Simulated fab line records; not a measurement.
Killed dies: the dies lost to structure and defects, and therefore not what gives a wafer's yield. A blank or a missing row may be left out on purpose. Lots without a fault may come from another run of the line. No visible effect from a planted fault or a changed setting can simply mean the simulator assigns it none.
Which tool did it? + flow sfq_line + 7 lots, 21 wafers sampled, at 1 step of a route of 325

== WHAT THE GAUGES SHOWED, per wafer ==
SFQ_INCOMING_BOW_MEAS_900.
| lot  | measured    | on            | INCOMING_BOW (um) |
|------|-------------|---------------|-------------------|
| L802 | day 1 20:00 | film_metro-01 | -6 -9 6           |
| L804 | day 2 06:02 | film_metro-04 | 4 9 -3            |
| L808 | day 3 02:01 | film_metro-04 | -6 0 -12          |
| L810 | day 3 12:00 | film_metro-02 | -6 1 -3           |
| L818 | day 5 04:01 | film_metro-01 | 2 6 -11           |
| L820 | day 5 14:00 | film_metro-02 | 0 7 -3            |
| L822 | day 6 00:00 | film_metro-02 | -2 -3 -2          |

== EACH LOT AND THE TOOL THAT RAN IT (in order: tool; ch and the chambers of the sampled wafers; start) ==
The record holds no process step before these readings.

== THE ANSWER, worked out from the rows above alone ==
Rule: the usual values come from the lots themselves. Put in order of their means at a reading, lots are off if they are a third of the lots or fewer, leave a main group of 4 or more, and stand apart from it by a gap of 3 or more times the standard deviation of the main group's means; of several such gaps the widest counts. A main group is skipped when, at the precision printed for the reading in the tables above, its means are all equal. A lot without any number at a reading at which 4 lots or more have one is off too. Any other lot the step has rows for is counted as sound.
Across all readings shown, no lot is off: no conclusion can be drawn from this.

== WHAT WAS PUT IN BY THE SIMULATOR ==
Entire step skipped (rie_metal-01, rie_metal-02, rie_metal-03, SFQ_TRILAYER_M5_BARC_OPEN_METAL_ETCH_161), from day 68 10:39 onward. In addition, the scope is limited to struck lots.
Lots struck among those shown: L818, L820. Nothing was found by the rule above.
